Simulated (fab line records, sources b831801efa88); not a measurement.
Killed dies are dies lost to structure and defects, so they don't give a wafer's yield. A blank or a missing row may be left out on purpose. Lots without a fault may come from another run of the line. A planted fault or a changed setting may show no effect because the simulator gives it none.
fab line records | flow gf180mcu
record lots=24 wafers=72 last_day=34
route steps=602 shown M2@366 V3@430 V4@481 TOP_METAL@582
lots that met no fault: from a run of the same line without faults
start_h: hours from the record's first day to the start of the lot's first wafer shown | wait_h: hours since the lot's step before | " the same as in the row above | L1.1+2: a row that stands for several wafers | - no value, or no start given | * or withheld: withheld | < > ~ a bound
route shown NAME@n: a module of which the file shows steps, and the number in the route of the first | usual: mean/standard deviation of fault-free wafers | same: alike in all rows | chamber/n: place in a boat | sites: the reading at each site | _std_site: their standard deviation | _edge_site: outer sites' mean less inner sites' | radius_mm: how far each site lies from the wafer's centre | mask NAME#n: copy n | behind: the tool/chamber that last shaped the wafer | hold: why the lot was held/for how many hours/how that ended | device: the transistor (n, p or np) that didn't switch | end of line: the same wafers' tests at the end of the route | a step without rows: its recipe alone | killed: dies lost to structure and defects at the first sort, not the wafer's yield | map: a wafer's dies, x killed, . not, _ none there
set.NAME: the setting as run; set.NAME@STEP: as run at that earlier step | model.NAME: the simulator's own value behind a step, which no gauge read
steps of the route over a sample of lots; a table a step, a row a wafer
services: from which hour (start_h, from the record's first day; less than 0 if before it) a tool's chamber was out of use, for how many hours, and why
## steps
# step GF_M2_SPUTTER_04
# recipe material=TiN target_thk_nm=50 power_w=6500 time_s=41.7 chamber_pressure_pa=0.4
# usual throttle_valve_pct=30.1/0.83
# columns lot.wafer tool chamber start_h wait_h throttle_valve_pct
L074.4 pvd_sputter-01 - 402.77 0.0 30.7
L074.5 " - " " 30.4
L074.6 " - " " 30.5
L075.1 pvd_sputter-03 - 436.87 0.0 29.4
L075.3 " - " " 30.0
L075.5 " - " " 28.4
L076.1 pvd_sputter-03 - 444.28 0.0 28.4
L076.2 " - " " 29.9
L076.4 " - " " 30.7
L077.2 pvd_sputter-03 - 447.85 0.0 29.5
L077.3 " - " " 30.8
L077.5 " - " " 30.2
L078.1 pvd_sputter-01 - 454.39 0.0 30.5
L078.3 " - " " 30.3
L078.6 " - " " 30.2
L079.1 pvd_sputter-02 - 462.29 0.0 28.5
L079.4 " - " " 30.6
L079.6 " - " " 30.4
L080.1 pvd_sputter-02 - 469.25 0.0 30.5
L080.3 " - " " 30.3
L080.6 " - " " 30.3
L081.3 pvd_sputter-02 - 482.06 0.0 30.5
L081.4 " - " " 30.3
L081.5 " - " " 31.3
L083.1 pvd_sputter-01 - 500.75 0.0 30.3
L083.4 " - " " 30.2
L083.6 " - " " 30.5
L082.2 pvd_sputter-03 - 502.68 0.0 28.3
L082.3 " - " " 30.7
L082.5 " - " " 30.5
L084.4 pvd_sputter-01 - 505.03 0.0 30.3
L084.5 " - " " 30.1
L084.6 " - " " 30.4
L085.1 pvd_sputter-01 - 515.48 0.0 30.3
L085.3 " - " " 30.6
L085.6 " - " " 30.0
L086.1 pvd_sputter-03 - 518.80 0.0 29.7
L086.2 " - " " 30.4
L086.6 " - " " 30.4
L087.1 pvd_sputter-02 - 536.67 0.0 31.5
L087.5 " - " " 31.7
L087.6 " - " " 30.4
L088.1 pvd_sputter-03 - 542.25 0.0 28.4
L088.2 " - " " 30.4
L088.5 " - " " 30.9
L089.3 pvd_sputter-02 - 549.53 0.0 30.4
L089.4 " - " " 30.2
L089.6 " - " " 30.4
L090.1 pvd_sputter-01 - 552.33 0.0 30.5
L090.5 " - " " 30.1
L090.6 " - " " 30.4
L091.1 pvd_sputter-01 - 566.78 0.0 30.2
L091.5 " - " " 30.4
L091.6 " - " " 30.4
L092.2 pvd_sputter-03 - 581.15 0.0 30.6
L092.3 " - " " 29.8
L092.5 " - " " 30.4
L093.3 pvd_sputter-02 - 586.52 0.0 30.4
L093.5 " - " " 30.2
L093.6 " - " " 31.4
L094.3 pvd_sputter-03 - 591.27 0.0 29.7
L094.5 " - " " 29.8
L094.6 " - " " 28.3
L095.1 pvd_sputter-02 - 596.24 0.0 30.4
L095.5 " - " " 30.2
L095.6 " - " " 28.6
L096.1 pvd_sputter-01 - 599.26 0.0 30.3
L096.4 " - " " 30.2
L096.6 " - " " 30.3
L097.2 pvd_sputter-02 - 603.40 0.0 31.7
L097.3 " - " " 30.3
L097.6 " - " " 30.5
# step GF_M2_OVL_MEAS_15
# usual M2_OVL=-3/5.9
# columns lot.wafer tool chamber start_h wait_h M2_OVL[nm]
L074.4 overlay-02 - 426.31 0.1 2
L074.5 " - " " -7
L074.6 " - " " 5
L075.1 overlay-01 - 461.03 0.1 -11
L075.3 " - " " -9
L075.5 " - " " -13
L076.1 overlay-01 - 468.33 0.1 -5
L076.2 " - " " -5
L076.4 " - " " -1
L077.2 overlay-01 - 472.47 0.1 -2
L077.3 " - " " 0
L077.5 " - " " 5
L078.1 overlay-02 - 479.06 0.1 2
L078.3 " - " " 2
L078.6 " - " " -4
L079.1 overlay-02 - 486.73 0.1 -6
L079.4 " - " " -3
L079.6 " - " " -10
L080.1 overlay-02 - 493.59 0.1 -11
L080.3 " - " " -11
L080.6 " - " " -4
L081.3 overlay-02 - 505.85 0.1 -9
L081.4 " - " " -5
L081.5 " - " " -13
L083.1 overlay-02 - 524.23 0.1 2
L083.4 " - " " -13
L083.6 " - " " -9
L082.2 overlay-02 - 526.29 0.1 6
L082.3 " - " " 6
L082.5 " - " " 2
L084.4 overlay-02 - 527.90 0.1 -5
L084.5 " - " " -3
L084.6 " - " " -10
L085.1 overlay-02 - 538.79 0.1 -1
L085.3 " - " " 1
L085.6 " - " " 0
L086.1 overlay-02 - 541.44 0.1 -2
L086.2 " - " " -16
L086.6 " - " " -8
L087.1 overlay-02 - 558.81 0.1 2
L087.5 " - " " 2
L087.6 " - " " -4
L088.1 overlay-02 - 563.66 0.1 -1
L088.2 " - " " -7
L088.5 " - " " -4
L089.3 overlay-02 - 571.85 0.1 7
L089.4 " - " " 5
L089.6 " - " " 3
L090.1 overlay-02 - 574.26 0.1 0
L090.5 " - " " -4
L090.6 " - " " 9
L091.1 overlay-02 - 587.89 0.1 -11
L091.5 " - " " -8
L091.6 " - " " 0
L092.2 overlay-02 - 602.84 0.1 -1
L092.3 " - " " -3
L092.5 " - " " -6
L093.3 overlay-02 - 607.24 0.1 -3
L093.5 " - " " 0
L093.6 " - " " -1
L094.3 overlay-02 - 611.98 0.1 -11
L094.5 " - " " -13
L094.6 " - " " -7
L095.1 overlay-02 - 616.89 0.1 1
L095.5 " - " " -4
L095.6 " - " " -4
L096.1 overlay-02 - 619.83 0.1 -11
L096.4 " - " " 6
L096.6 " - " " -9
L097.2 overlay-02 - 624.06 0.1 -7
L097.3 " - " " -13
L097.6 " - " " -1
# step GF_V3_THK_MEAS_01
# recipe reads=SiO2_of_V3_CVD_00
# usual V3_CVD_00_THK=602/7.3
# columns lot.wafer tool chamber start_h wait_h V3_CVD_00_THK[nm]
L074.4 film_metro-04 - 479.07 0.0 622
L074.5 " - " " 601
L074.6 " - " " 622
L075.1 film_metro-02 - 513.02 0.0 592
L075.3 " - " " 603
L075.5 " - " " 605
L076.1 film_metro-04 - 519.71 0.0 610
L076.2 " - " " 600
L076.4 " - " " 605
L077.2 film_metro-04 - 523.76 0.0 598
L077.3 " - " " 602
L077.5 " - " " 604
L078.1 film_metro-03 - 530.12 0.0 607
L078.3 " - " " 598
L078.6 " - " " 600
L079.1 film_metro-03 - 536.68 0.0 607
L079.4 " - " " 598
L079.6 " - " " 595
L080.1 film_metro-03 - 543.49 0.0 605
L080.3 " - " " 599
L080.6 " - " " 595
L081.3 film_metro-03 - 555.82 0.1 606
L081.4 " - " " 599
L081.5 " - " " 607
L083.1 film_metro-04 - 572.73 0.0 614
L083.4 " - " " 598
L083.6 " - " " 604
L082.2 film_metro-04 - 575.24 0.0 601
L082.3 " - " " 602
L082.5 " - " " 600
L084.4 film_metro-03 - 576.91 0.0 600
L084.5 " - " " 607
L084.6 " - " " 604
L085.1 film_metro-04 - 586.47 0.0 595
L085.3 " - " " 589
L085.6 " - " " 600
L086.1 film_metro-04 - 588.50 0.0 611
L086.2 " - " " 598
L086.6 " - " " 599
L087.1 film_metro-04 - 605.23 0.1 606
L087.5 " - " " 596
L087.6 " - " " 603
L088.1 film_metro-03 - 609.81 0.1 609
L088.2 " - " " 595
L088.5 " - " " 607
L089.3 film_metro-04 - 619.23 0.1 596
L089.4 " - " " 598
L089.6 " - " " 605
L090.1 film_metro-03 - 619.85 0.0 605
L090.5 " - " " 607
L090.6 " - " " 604
L091.1 film_metro-03 - 633.45 0.0 591
L091.5 " - " " 591
L091.6 " - " " 598
L092.2 film_metro-03 - 647.21 0.0 596
L092.3 " - " " 607
L092.5 " - " " 608
L093.3 film_metro-03 - 650.88 0.1 608
L093.5 " - " " 610
L093.6 " - " " 599
L094.3 film_metro-02 - 656.47 0.1 608
L094.5 " - " " 600
L094.6 " - " " 594
L095.1 film_metro-02 - 660.86 0.0 589
L095.5 " - " " 596
L095.6 " - " " 597
L096.1 film_metro-04 - 662.61 0.0 607
L096.4 " - " " 605
L096.6 " - " " 606
L097.2 film_metro-04 - 666.87 0.1 603
L097.3 " - " " 605
L097.6 " - " " 603
# step GF_V3_OVL_MEAS_15
# usual V3_OVL=-3/5
# columns lot.wafer tool chamber start_h wait_h V3_OVL[nm]
L074.4 overlay-02 - 504.08 0.1 -6
L074.5 " - " " -6
L074.6 " - " " -9
L075.1 overlay-02 - 536.11 0.1 -6
L075.3 " - " " -8
L075.5 " - " " -12
L076.1 overlay-02 - 543.48 0.1 4
L076.2 " - " " 2
L076.4 " - " " 2
L077.2 overlay-02 - 546.83 0.1 2
L077.3 " - " " 1
L077.5 " - " " 4
L078.1 overlay-02 - 553.43 0.1 -11
L078.3 " - " " -4
L078.6 " - " " 0
L079.1 overlay-02 - 558.96 0.1 6
L079.4 " - " " 0
L079.6 " - " " 4
L080.1 overlay-02 - 566.28 0.1 13
L080.3 " - " " 2
L080.6 " - " " 6
L081.3 overlay-02 - 578.17 0.1 -11
L081.4 " - " " -3
L081.5 " - " " -4
L083.1 overlay-02 - 595.61 0.1 -7
L083.4 " - " " -6
L083.6 " - " " -1
L082.2 overlay-02 - 597.03 0.1 2
L082.3 " - " " -6
L082.5 " - " " -8
L084.4 overlay-02 - 598.98 0.1 3
L084.5 " - " " 1
L084.6 " - " " 2
L085.1 overlay-02 - 608.18 0.1 -6
L085.3 " - " " -3
L085.6 " - " " -1
L086.1 overlay-02 - 609.96 0.1 -1
L086.2 " - " " 2
L086.6 " - " " -2
L087.1 overlay-02 - 625.66 0.1 -4
L087.5 " - " " -5
L087.6 " - " " -4
L088.1 overlay-02 - 631.43 0.1 -4
L088.2 " - " " -4
L088.5 " - " " -6
L089.3 overlay-02 - 640.13 0.1 -3
L089.4 " - " " -2
L089.6 " - " " -1
L090.1 overlay-01 - 640.21 0.1 -1
L090.5 " - " " 5
L090.6 " - " " -2
L091.1 overlay-01 - 653.76 0.1 -5
L091.5 " - " " -6
L091.6 " - " " -10
L092.2 overlay-01 - 667.06 0.1 -2
L092.3 " - " " 4
L092.5 " - " " 1
L093.3 overlay-02 - 670.63 0.1 0
L093.5 " - " " -7
L093.6 " - " " -12
L094.3 overlay-02 - 675.72 0.1 -7
L094.5 " - " " -10
L094.6 " - " " -8
L095.1 overlay-02 - 680.36 0.1 -8
L095.5 " - " " -8
L095.6 " - " " -9
L096.1 overlay-02 - 682.56 0.1 -1
L096.4 " - " " -5
L096.6 " - " " -7
L097.2 overlay-02 - 686.56 0.1 -2
L097.3 " - " " 1
L097.6 " - " " -8
# step GF_V4_BOW_MEAS_05
# recipe mode=bow
# usual V4_BOW=132/9.2
# columns lot.wafer tool chamber start_h wait_h V4_BOW[um]
L074.4 film_metro-01 - 530.33 0.2 141
L074.5 " - " " 131
L074.6 " - " " 124
L075.1 film_metro-02 - 561.38 0.2 138
L075.3 " - " " 116
L075.5 " - " " 135
L076.1 film_metro-03 - 568.38 0.1 140
L076.2 " - " " 137
L076.4 " - " " 128
L077.2 film_metro-03 - 571.92 0.1 133
L077.3 " - " " 124
L077.5 " - " " 136
L078.1 film_metro-01 - 578.52 0.1 115
L078.3 " - " " 126
L078.6 " - " " 119
L079.1 film_metro-03 - 583.62 0.2 132
L079.4 " - " " 129
L079.6 " - " " 124
L080.1 film_metro-03 - 591.16 0.2 127
L080.3 " - " " 128
L080.6 " - " " 139
L081.3 film_metro-02 - 602.88 0.3 130
L081.4 " - " " 123
L081.5 " - " " 138
L083.1 film_metro-01 - 619.05 0.1 133
L083.4 " - " " 119
L083.6 " - " " 136
L082.2 film_metro-01 - 620.40 0.3 134
L082.3 " - " " 130
L082.5 " - " " 150
L084.4 film_metro-03 - 622.47 0.3 145
L084.5 " - " " 135
L084.6 " - " " 145
L085.1 film_metro-02 - 631.58 0.2 148
L085.3 " - " " 145
L085.6 " - " " 137
L086.1 film_metro-03 - 633.17 0.2 131
L086.2 " - " " 148
L086.6 " - " " 123
L087.1 film_metro-01 - 648.59 0.1 121
L087.5 " - " " 132
L087.6 " - " " 125
L088.1 film_metro-01 - 653.99 0.1 150
L088.2 " - " " 133
L088.5 " - " " 145
L089.3 film_metro-01 - 662.04 0.3 114
L089.4 " - " " 131
L089.6 " - " " 125
L090.1 film_metro-03 - 662.63 0.1 145
L090.5 " - " " 155
L090.6 " - " " 130
L091.1 film_metro-02 - 675.67 0.1 132
L091.5 " - " " 137
L091.6 " - " " 134
L092.2 film_metro-01 - 688.85 0.2 122
L092.3 " - " " 121
L092.5 " - " " 124
L093.3 film_metro-03 - 692.49 0.2 137
L093.5 " - " " 142
L093.6 " - " " 136
L094.3 film_metro-03 - 697.66 0.2 135
L094.5 " - " " 131
L094.6 " - " " 134
L095.1 film_metro-02 - 702.45 0.1 126
L095.5 " - " " 128
L095.6 " - " " 130
L096.1 film_metro-03 - 704.43 0.1 145
L096.4 " - " " 144
L096.6 " - " " 144
L097.2 film_metro-02 - 708.31 0.2 138
L097.3 " - " " 130
L097.6 " - " " 121
# step GF_TOP_METAL_OVL_MEAS_15
# usual TOP_METAL_OVL=0.0/1.5
# columns lot.wafer tool chamber start_h wait_h TOP_METAL_OVL[nm]
L074.4 overlay-01 - 642.31 0.1 1.1
L074.5 " - " " 0.2
L074.6 " - " " -1.5
L075.1 overlay-01 - 669.51 0.1 -1.1
L075.3 " - " " -1.2
L075.5 " - " " -2.1
L076.1 overlay-02 - 676.29 0.1 -2.2
L076.2 " - " " -2.3
L076.4 " - " " -1.8
L077.2 overlay-01 - 679.03 0.1 0.4
L077.3 " - " " -1.1
L077.5 " - " " -0.1
L078.1 overlay-02 - 685.64 0.1 -1.8
L078.3 " - " " -0.4
L078.6 " - " " -0.7
L079.1 overlay-01 - 689.34 0.1 -0.7
L079.4 " - " " 2.8
L079.6 " - " " 1.6
L080.1 overlay-02 - 695.64 0.1 -3.2
L080.3 " - " " -2.7
L080.6 " - " " 0.5
L081.3 overlay-02 - 707.48 0.1 -1.1
L081.4 " - " " 1.1
L081.5 " - " " 0.7
L083.1 overlay-02 - 718.59 0.1 0.7
L083.4 " - " " 3.0
L083.6 " - " " 0.7
L082.2 overlay-02 - 721.64 0.1 0.0
L082.3 " - " " -0.7
L082.5 " - " " 0.2
L084.4 overlay-01 - 723.91 0.1 0.2
L084.5 " - " " 2.5
L084.6 " - " " 0.7
L085.1 overlay-02 - 732.69 0.1 1.7
L085.3 " - " " 1.0
L085.6 " - " " 0.2
L086.1 overlay-01 - 732.78 0.1 -0.1
L086.2 " - " " -0.4
L086.6 " - " " 1.1
L087.1 overlay-01 - 746.03 0.1 3.5
L087.5 " - " " 2.5
L087.6 " - " " 1.6
L088.1 overlay-02 - 750.16 0.1 0.7
L088.2 " - " " 0.5
L088.5 " - " " 0.8
L089.3 overlay-01 - 757.84 0.1 -0.6
L089.4 " - " " 0.0
L089.6 " - " " -0.2
L090.1 overlay-02 - 759.69 0.1 -2.2
L090.5 " - " " -0.3
L090.6 " - " " -0.2
L091.1 overlay-01 - 769.54 0.1 1.1
L091.5 " - " " 1.2
L091.6 " - " " 1.7
L092.2 overlay-01 - 781.41 0.1 0.8
L092.3 " - " " -0.1
L092.5 " - " " -0.4
L093.3 overlay-01 - 782.64 0.1 2.5
L093.5 " - " " 1.4
L093.6 " - " " 1.6
L094.3 overlay-01 - 785.87 0.1 2.7
L094.5 " - " " 2.0
L094.6 " - " " 1.8
L095.1 overlay-01 - 792.74 0.1 2.2
L095.5 " - " " 1.3
L095.6 " - " " 1.8
L096.1 overlay-02 - 793.26 0.1 -1.4
L096.4 " - " " -1.4
L096.6 " - " " -2.3
L097.2 overlay-02 - 796.04 0.1 -0.6
L097.3 " - " " -0.3
L097.6 " - " " 1.1
## services
# columns tool chamber start_h hours kind
pvd_sputter-02 - 391.55 3.8 repair
pvd_sputter-01 - 396.55 3.5 repair
pvd_sputter-03 3 410.66 - consumable_replace:kit
pvd_sputter-03 3 410.66 18.0 scheduled_down
pvd_sputter-03 3 410.66 18.0 vent_cycle
pvd_sputter-01 - 438.45 2.2 repair
pvd_sputter-03 - 454.40 2.2 repair
pvd_sputter-01 0 482.63 - consumable_replace:kit
pvd_sputter-01 0 482.63 18.0 scheduled_down
pvd_sputter-01 0 482.63 18.0 vent_cycle
pvd_sputter-03 - 504.84 7.1 repair
pvd_sputter-03 - 533.03 2.6 repair
pvd_sputter-02 - 562.42 2.7 repair
## key
fault none
